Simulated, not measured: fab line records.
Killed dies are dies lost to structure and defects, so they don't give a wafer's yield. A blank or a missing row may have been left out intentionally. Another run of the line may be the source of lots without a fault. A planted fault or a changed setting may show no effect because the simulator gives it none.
What tool caused it? + flow sky130 + Sampling: 14 lots, 42 wafers, 6 of 708 route steps

== WHAT EACH GAUGE READ, for each wafer ==
SKY_SONOS_TUNNEL_CD_MEAS_07: target cd 410 nm.
| lot  | measured     | on        | cd nm (nm)        |
|------|--------------|-----------|-------------------|
| L844 | day 11 13:26 | cd sem-01 | 409.5 408.6 411.1 |
| L846 | day 12 05:18 | cd sem-01 | 410.7 411.1 410.9 |
| L847 | day 12 17:33 | cd sem-02 | 412.3 411.1 411.7 |
| L848 | day 12 23:17 | cd sem-01 | 408.1 409.5 409.0 |
| L850 | day 13 16:31 | cd sem-01 | 410.2 409.7 410.5 |
| L852 | day 14 04:43 | cd sem-02 | 415.9 412.8 415.1 |
| L854 | day 15 02:01 | cd sem-01 | 406.3 407.3 407.6 |
| L855 | day 15 09:56 | cd sem-01 | 406.7 407.4 407.0 |
| L857 | day 15 20:59 | cd sem-01 | 411.6 410.7 411.7 |
| L856 | day 15 21:55 | cd sem-02 | 408.8 407.9 409.7 |
| L858 | day 16 04:35 | cd sem-01 | 408.5 410.7 410.3 |
| L864 | day 18 06:30 | cd sem-02 | 407.5 408.2 409.8 |
| L865 | day 18 15:10 | cd sem-01 | 413.1 413.0 413.8 |
| L866 | day 18 21:08 | cd sem-01 | 412.9 409.6 414.0 |

SKY_SONOS_TUNNEL_TW_MEAS_12.
| lot  | measured     | on            | SONOS_TUNNEL_TW   |
|------|--------------|---------------|-------------------|
| L844 | day 11 13:59 | film metro-03 | 196.5 196.6 196.3 |
| L846 | day 12 05:52 | film metro-01 | 197.3 196.4 197.8 |
| L847 | day 12 18:08 | film metro-04 | 198.4 199.1 198.4 |
| L848 | day 12 23:50 | film metro-04 | 198.5 199.0 198.3 |
| L850 | day 13 17:04 | film metro-04 | 197.1 197.6 198.3 |
| L852 | day 14 05:15 | film metro-04 | 199.2 199.2 198.1 |
| L854 | day 15 02:36 | film metro-01 | 198.6 198.5 197.6 |
| L855 | day 15 10:32 | film metro-01 | 198.2 198.9 197.3 |
| L857 | day 15 21:31 | film metro-03 | 196.2 195.3 195.6 |
| L856 | day 15 22:29 | film metro-03 | 196.4 195.3 195.6 |
| L858 | day 16 05:08 | film metro-03 | 194.2 194.6 194.8 |
| L864 | day 18 07:04 | film metro-03 | 195.5 195.8 196.7 |
| L865 | day 18 15:44 | film metro-01 | 197.1 197.9 197.0 |
| L866 | day 18 21:43 | film metro-01 | 197.4 197.9 197.9 |

SKY_LDD_N_TW_MEAS_17.
| lot  | measured     | on            | LDD_N_TW       |
|------|--------------|---------------|----------------|
| L844 | day 17 23:45 | film metro-02 | 2580 2571 2592 |
| L846 | day 18 21:17 | film metro-04 | 2600 2595 2593 |
| L847 | day 19 05:41 | film metro-01 | 2589 2596 2583 |
| L848 | day 19 13:00 | film metro-01 | 2583 2584 2586 |
| L850 | day 20 18:25 | film metro-01 | 2600 2619 2596 |
| L852 | day 21 04:55 | film metro-01 | 2602 2593 2601 |
| L854 | day 22 05:08 | film metro-04 | 2590 2586 2582 |
| L855 | day 22 10:02 | film metro-02 | 2568 2555 2558 |
| L857 | day 22 18:43 | film metro-01 | 2455 2459 2471 |
| L856 | day 23 01:26 | film metro-04 | 2455 2449 2442 |
| L858 | day 23 08:14 | film metro-01 | 2582 2593 2595 |
| L864 | day 25 07:59 | film metro-01 | 2614 2594 2605 |
| L865 | day 25 14:59 | film metro-01 | 2600 2591 2602 |
| L866 | day 25 18:56 | film metro-02 | 2565 2561 2572 |

SKY_LDD_HVN_OVL_MEAS_07.
| lot  | measured     | on         | LDD_HVN_OVL (nm) |
|------|--------------|------------|------------------|
| L844 | day 20 13:01 | overlay-01 | 0.3 1.0 1.0      |
| L846 | day 21 11:42 | overlay-02 | 1.9 0.6 0.1      |
| L847 | day 21 19:42 | overlay-01 | 0.8 1.1 -1.0     |
| L848 | day 22 02:23 | overlay-02 | 4.0 3.3 3.0      |
| L850 | day 23 08:24 | overlay-02 | -0.8 -1.6 0.8    |
| L852 | day 23 18:37 | overlay-02 | 2.1 1.0 -0.1     |
| L854 | day 24 16:36 | overlay-01 | 1.9 1.1 1.0      |
| L855 | day 24 22:07 | overlay-02 | 1.5 1.2 0.9      |
| L858 | day 26 02:00 | overlay-01 | 2.0 0.9 0.5      |
| L864 | day 27 16:56 | overlay-01 | 0.5 0.2 0.6      |
| L865 | day 27 23:00 | overlay-02 | -0.1 -0.5 0.9    |
| L866 | day 28 05:17 | overlay-02 | 0.2 0.4 -0.1     |

== WHICH TOOL RAN EACH LOT (tool, then ch and the chambers of the sampled wafers, then the start) ==
| lot  | SKY_LDD_N_IMPLANT_11            | SKY_LDD_N_STRIP_16                   |
|------|---------------------------------|--------------------------------------|
| L844 | implanter-02 ch 0, day 17 22:55 | plasma asher-02 ch 0,1, day 17 23:38 |
| L846 | implanter-02 ch 0, day 18 20:26 | plasma asher-04 ch 0,1, day 18 21:11 |
| L847 | implanter-02 ch 0, day 19 04:50 | plasma asher-04 ch 0,1, day 19 05:35 |
| L848 | implanter-02 ch 0, day 19 12:11 | plasma asher-02 ch 0,1, day 19 12:55 |
| L850 | implanter-02 ch 0, day 20 17:35 | plasma asher-01 ch 0,1, day 20 18:19 |
| L852 | implanter-04 ch 0, day 21 04:07 | plasma asher-04 ch 0,1, day 21 04:49 |
| L854 | implanter-04 ch 0, day 22 04:17 | plasma asher-04 ch 0,1, day 22 05:02 |
| L855 | implanter-02 ch 0, day 22 09:11 | plasma asher-01 ch 0,1, day 22 09:56 |
| L857 | implanter-03, day 22 17:54      | plasma asher-02 ch 0,1, day 22 18:37 |
| L856 | implanter-04, day 23 00:35      | plasma asher-01 ch 0,1, day 23 01:20 |
| L858 | implanter-04 ch 0, day 23 07:25 | plasma asher-01 ch 0,1, day 23 08:08 |
| L864 | implanter-03 ch 0, day 25 07:08 | plasma asher-01 ch 1, day 25 07:53   |
| L865 | implanter-03 ch 0, day 25 14:09 | plasma asher-01 ch 0,1, day 25 14:53 |
| L866 | implanter-04 ch 0, day 25 17:59 | plasma asher-02 ch 0,1, day 25 18:44 |
- SKY_LDD_N_IMPLANT_11
- SKY_LDD_N_STRIP_16: strips in O2/N2.

== WHAT THE TOOLS THEMSELVES READ (means of the sampled wafers that have a number; where no wafer has one, the mark that the record gives instead) ==
SKY_LDD_N_IMPLANT_11.
| lot  | tool         | beam energy keV | beam on s (s) | rotation deg (degrees) |
|------|--------------|-----------------|---------------|------------------------|
| L844 | implanter-02 | 19.999          | 9.97          | 293.00                 |
| L846 | implanter-02 | 19.998          | 9.93          | 292.96                 |
| L847 | implanter-02 | 20.007          | 10.00         | 292.99                 |
| L848 | implanter-02 | 19.998          | 9.96          | 293.00                 |
| L850 | implanter-02 | 19.997          | 10.06         | 292.99                 |
| L852 | implanter-04 | 20.000          | 9.91          | 293.02                 |
| L854 | implanter-04 | 19.996          | 10.14         | 292.97                 |
| L855 | implanter-02 | 19.999          | 10.02         | 292.98                 |
| L857 | implanter-03 | -               | -             | -                      |
| L856 | implanter-04 | -               | -             | -                      |
| L858 | implanter-04 | 20.000          | 9.87          | 293.01                 |
| L864 | implanter-03 | 19.999          | 9.84          | 293.01                 |
| L865 | implanter-03 | 19.999          | 9.88          | 293.03                 |
| L866 | implanter-04 | 20.000          | 9.95          | 293.03                 |

SKY_LDD_N_STRIP_16.
| lot  | tool            | drypump motor current A (A) | oes product au (a.u.) | strip time to endpoint s (s) |
|------|-----------------|-----------------------------|-----------------------|------------------------------|
| L844 | plasma asher-02 | 5.1                         | 0.404                 | 4.305                        |
| L846 | plasma asher-04 | 5.5                         | 0.409                 | 4.330                        |
| L847 | plasma asher-04 | 5.2                         | 0.407                 | 4.313                        |
| L848 | plasma asher-02 | 5.5                         | 0.404                 | 4.310                        |
| L850 | plasma asher-01 | 5.5                         | 0.405                 | 4.286                        |
| L852 | plasma asher-04 | 5.2                         | 0.406                 | 4.341                        |
| L854 | plasma asher-04 | 5.5                         | 0.405                 | 4.295                        |
| L855 | plasma asher-01 | 5.5                         | 0.408                 | 4.307                        |
| L857 | plasma asher-02 | 5.4                         | 0.407                 | 4.107                        |
| L856 | plasma asher-01 | 5.5                         | 0.409                 | 4.131                        |
| L858 | plasma asher-01 | 5.5                         | 0.403                 | 4.295                        |
| L864 | plasma asher-01 | 5.5                         | 0.410                 | 4.326                        |
| L865 | plasma asher-01 | 5.5                         | 0.406                 | 4.324                        |
| L866 | plasma asher-02 | 5.4                         | 0.406                 | 4.322                        |

== THE ANSWER, worked out from the rows above alone ==
Rule: what is usual is taken from the lots themselves. Put in order of their means at a reading, lots are off if they are a third of the lots or fewer, leave a main group of 4 or more, and stand apart from it by a gap of 3 or more times the standard deviation of the main group's means; of several such gaps the widest counts. The tables above print the reading to a certain number of digits; a main group whose means all agree to those digits is not used. A lot without any number at a reading at which 4 lots or more have one is off too. The other lots that the step has rows for count as sound. Order of review: gauges by route order, followed by the tools' own readings, for which a lot's mean as printed above is used. The first step at which some lot is off is used, and at that step the reading that is off furthest; a lot without a number counts as furthest.
Off: L857, L856, at SKY_LDD_N_TW_MEAS_17 (LDD_N_TW). The main group: mean 2588, standard deviation 13.
A tool fits if, at a process step before that reading, it ran every lot that is off, and no sound lot after the first of them. The gauges at SKY_LDD_N_TW_MEAS_17 aren't tried: what is off there is off at SKY_LDD_N_IMPLANT_11 too, on other tools, and a gauge's error can't cause that. No candidate that was tried fits.

== WHAT HAD BEEN PUT IN BY THE SIMULATOR ==
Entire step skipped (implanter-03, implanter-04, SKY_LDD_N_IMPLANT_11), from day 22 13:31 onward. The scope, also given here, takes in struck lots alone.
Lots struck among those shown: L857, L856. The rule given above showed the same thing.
